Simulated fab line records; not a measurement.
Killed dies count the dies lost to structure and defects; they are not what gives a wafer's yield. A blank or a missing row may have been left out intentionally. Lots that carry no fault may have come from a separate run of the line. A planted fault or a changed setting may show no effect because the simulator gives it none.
A struck lot beside a sound one    flow gf180mcu    23 out of 602 route steps
Sound: these wafers, L608.3, L608.5, L608.6. The struck wafers were L618.1, L618.2, L618.6. The cause is given at the end.
At each step with rows: each side's tool, then ch and its chambers, then its first start. Under that, the readings that differ: sound wafers    struck wafers    difference of the means    sigmas: that difference in standard deviations of wafers without a fault.
alike: readings with means less than 2 such deviations apart, plus words and numbers identical on both sides. not compared: withheld readings, readings lacking a value on some wafer, bounds such as >300 that could conceal the same value, and numbers that have no deviation in the record and whose values overlap.
A row with sigmas, a row that says differs or no value, or rows on one side alone: a step with any of these is where the two part. Numbers that don't overlap but have no deviation are shown without sigmas and don't part them. Lack of a reading on every wafer of one side parts them only where that side has two or more wafers.

first, 5 steps without rows for these wafers: GF_LVPWELL_COAT_02 (resist thk 3000 nm); GF_LVPWELL_SOFTBAKE_03; GF_LVPWELL_EXPOSE_04 (exposes mask LVPWELL, target cd 600 nm); GF_LVPWELL_PEB_05; GF_LVPWELL_DEVELOP_06 (develop time 60 s).
GF_LVPWELL_OVL_MEAS_07:
  struck on overlay-01, day 7 07:30; sound on overlay-02, day 4 21:20
  alike: LVPWELL_OVL
then, 2 steps without rows for these wafers: GF_LVPWELL_IMPLANT_08; GF_LVPWELL_IMPLANT_09.
GF_LVPWELL_STRIP_10: strips in O2/N2.
  sound on plasmaAsher-02 ch 0,1, day 4 21:42; struck on plasmaAsher-02 ch 0,1, day 7 07:50
reading                   sound              struck             difference  sigmas
stripTimeToEndpointS (s)  37.23 37.12 37.21  36.93 36.86 36.91  -0.29       -3
  alike: drypumpMotorCurrentA, heaterPowerW, oesProductAu
  not compared: rfHoursCounterH
GF_LVPWELL_TW_MEAS_11:
  struck on filmMetro-04, day 7 07:56; sound on filmMetro-01, day 4 21:47
  alike: LVPWELL_TW
then, 2 steps without rows for these wafers: GF_MVSD_DEHYDRATE_00 (time 60 s); GF_MVSD_HMDS_01 (prime time 60 s).
GF_MVSD_COAT_02: resist thk 3000 nm.
  sound on lithoTrack-01 ch 0, day 5 03:26; struck on lithoTrack-01 ch 0, day 7 16:05
reading                                sound           struck          difference  sigmas
model.coat_of_MVSD_COAT_02.thkNm (nm)  3000 3005 3000  1340 1345 1342  -1659       
then, 3 steps without rows for these wafers: GF_MVSD_SOFTBAKE_03; GF_MVSD_EXPOSE_04 (exposes mask MVSD, target cd 1000 nm); GF_MVSD_PEB_05.
GF_MVSD_DEVELOP_06: develop time 60 s.
  sound: lithoTrack-03 ch 0; struck: lithoTrack-03 ch 0
reading                                sound           struck          difference  sigmas
model.coat_of_MVSD_COAT_02.thkNm (nm)  2999 3004 2999  1339 1344 1341  -1659       
GF_MVSD_OVL_MEAS_07:
  struck on overlay-01, day 7 23:40; sound on overlay-02, day 5 10:44
  alike: MVSD_OVL
then, 2 steps without rows for these wafers: GF_MVSD_IMPLANT_08; GF_MVSD_IMPLANT_09.
GF_MVSD_STRIP_10: strips in O2/N2.
  sound on plasmaAsher-02 ch 0,1, day 5 11:05; struck on plasmaAsher-01 ch 0,1, day 8 00:01
reading                   sound              struck             difference  sigmas
stripTimeToEndpointS (s)  36.96 37.00 36.95  17.58 17.62 17.60  -19.37      -99 or more
  alike: drypumpMotorCurrentA, heaterPowerW, oesProductAu
  not compared: rfHoursCounterH
GF_MVSD_TW_MEAS_11:
  struck on filmMetro-04, day 8 00:07; sound on filmMetro-02, day 5 11:11
  alike: MVSD_TW
-- the record jumps here: 25 days lie between the struck wafers' starts before and after (it left off in module MVSD and takes up again in module PASSIVATION, whose first step shown is number 602 of the route) --
GF_PASSIVATION_PROBE_99:
  struck on prober-02, day 33 08:33; sound on prober-01, day 30 07:30
reading                            sound            struck                                                                      difference                    sigmas
hold                               - - -            awaitDispo/10.2h/release awaitDispo/10.2h/release awaitDispo/10.2h/release  no value on the sound wafers  
model.etest.ldnmos_10p0.rOnOhmUm   3650 3652 3671   3570 3617 3595                                                              -64                           
model.etest.ldnmos_10p0.driveUaUm  540.8 542.9 539  576.7 558.9 566.7                                                           +26.5                         

## WHERE THEY PART
Earliest at GF_LVPWELL_STRIP_10; latest, in this record, at GF_PASSIVATION_PROBE_99.

WHY: what the simulator had put in
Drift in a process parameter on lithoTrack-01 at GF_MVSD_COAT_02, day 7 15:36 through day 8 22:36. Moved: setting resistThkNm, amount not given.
